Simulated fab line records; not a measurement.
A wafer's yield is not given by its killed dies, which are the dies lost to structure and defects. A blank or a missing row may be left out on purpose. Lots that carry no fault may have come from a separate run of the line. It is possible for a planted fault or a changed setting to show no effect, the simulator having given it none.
8D (eight disciplines) problem report, filled in by code    flow gf180mcu    the parts of the form that need people (team, actions taken, sign-off) are left out

1. WHAT IS WRONG
Mean of cathode dc power W at GF_V2_SPUTTER_21: 2297.8 W over 2 wafers from 1 lot, against 2500.0 W (standard deviation 0.4) on wafers with no fault. So: -99 or more standard deviations from the usual mean.
The step: material Ti, target thk 15 nm, time 80.02 s.
Earliest sighting: wafer L335.1 on pvd sputter-03 at day 25 03:14. Wafers with a number at this step in the record: 39, from 13 lots. By rule, "out" or "out of limits" means more than 4 standard deviations away from the usual mean. All remaining wafers that have a number are taken as sound.

2. WHAT IT IS AND WHAT IT IS NOT
question                     is                  is not
which readings at this step  cathode dc power W  throttle valve pct
which lots                   L335                L324, L325, L326, L328, L330, L338, L339, L341, L342, L343, L345, L346
which wafers of those lots   L335.1, L335.4      L335.3
read on which tools          pvd sputter-03      pvd sputter-02, pvd sputter-04
when                         from day 25 03:14   up to then (16 sound wafers); but 21 sound wafers of L338, L339, L341, L342, L343, L345, L346 came after

3. SUSPECTS, AND WHAT RULES EACH OUT
Counting: a tool at a process step up to the reading stays a suspect if it ran every lot that is out. Sound lots after the first of them don't rule it out here, since some wafers of a struck lot are sound.
- pvd sputter-03 at GF_V2_SPUTTER_21 (material Ti, target thk 15 nm, time 80.02 s): kept. The lot that is out, L335, ran on it at day 25 03:14; the last sound lot it ran before that was L328, at day 22 06:03. On those wafers its own readings are out: cathode dc power W.
Remaining after the count: pvd sputter-03 at GF_V2_SPUTTER_21.

4. THE CAUSE (what the simulator had put in)
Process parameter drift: pvd sputter-03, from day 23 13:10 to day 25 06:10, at GF_V2_SPUTTER_21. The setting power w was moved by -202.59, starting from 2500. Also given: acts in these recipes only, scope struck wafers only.
After counting, this tool was the only one left.

5. THE CHAIN OF EFFECTS, in route order
Each row: a reading whose mean over the struck wafers that have a number lies more than 3 standard deviations from the usual. Only readings whose record carries a usual standard deviation are examined. hours: median over the lots of the time between each lot's start at the first step of this table that gives one and its start at this step. sigmas: the change, counted in usual standard deviations.
hours  step              reading             usual     on struck wafers  change  sigmas
0      GF_V2_SPUTTER_21  cathode dc power W  2500.0 W  2297.8            -202.2  -99 or more
The process steps in it:
- GF_V2_SPUTTER_21: material Ti, target thk 15 nm, time 80.02 s.
At these later measuring or inspecting steps, every struck wafer for which the step has a row has a number for every such reading, and none has moved that far: GF_V2_THK_MEAS_25.

6. HOW IT WOULD HAVE BEEN CAUGHT EARLIER
First out-of-limits reading in this record: day 25 03:14, which is 38 hours after fault onset at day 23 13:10.
